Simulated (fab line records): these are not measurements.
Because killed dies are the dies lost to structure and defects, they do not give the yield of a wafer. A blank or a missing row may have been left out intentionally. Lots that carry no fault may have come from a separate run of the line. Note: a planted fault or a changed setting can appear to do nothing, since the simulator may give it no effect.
Chamber matching / flow gf180mcu / cmp-01 running GF_V5_CMP_04: 4 sister chambers
The step polishes SiO2. 4 wafers are shown with their chamber, then 9 later ones without.

## EACH WAFER AND ITS CHAMBER
wafer=L698.1; chamber=1; motor-current-A (A)=10.7
wafer=L699.5; chamber=3; motor-current-A (A)=14.7
wafer=L700.1; chamber=2; motor-current-A (A)=10.7
wafer=L700.6; chamber=0; motor-current-A (A)=11.3

## WAFERS WITH NO CHAMBER GIVEN
wafer=L705.2; motor-current-A (A)=10.5
wafer=L705.3; motor-current-A (A)=14.0
wafer=L705.5; motor-current-A (A)=14.3
wafer=L706.1; motor-current-A (A)=11.0
wafer=L706.3; motor-current-A (A)=10.6
wafer=L706.4; motor-current-A (A)=11.2
wafer=L717.1; motor-current-A (A)=10.9
wafer=L717.2; motor-current-A (A)=14.7
wafer=L717.3; motor-current-A (A)=10.8

## THE CHAMBER EACH PASSED THROUGH
wafer=L705.2; from the rows above=can't be placed: 1 or 2 or 0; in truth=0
wafer=L705.3; from the rows above=3; in truth=3
wafer=L705.5; from the rows above=3; in truth=3
wafer=L706.1; from the rows above=can't be placed: 0 or 1 or 2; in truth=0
wafer=L706.3; from the rows above=can't be placed: 1 or 2 or 0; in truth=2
wafer=L706.4; from the rows above=can't be placed: 0 or 1 or 2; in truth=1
wafer=L717.1; from the rows above=can't be placed: 1 or 2 or 0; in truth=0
wafer=L717.2; from the rows above=3; in truth=3
wafer=L717.3; from the rows above=can't be placed: 1 or 2 or 0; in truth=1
Correctly placed: 3 of 9. These rows do not allow placing 6 (true chamber among the candidates in 6). Wrongly placed: 0.
How it was worked out, from the rows above alone: a wafer's distance from a chamber is the root of the sum, over the readings, of the square of ((its reading less the chamber's mean) divided by the reading's scatter). The wafer belongs to the nearest chamber; if the next one is less than 2 further off, it can't be placed. Each chamber's mean is taken over the wafers shown for it. The scatter (one wafer shown for each chamber): square how far every hidden wafer sits from the nearest shown wafer, average those squares and take the square root.
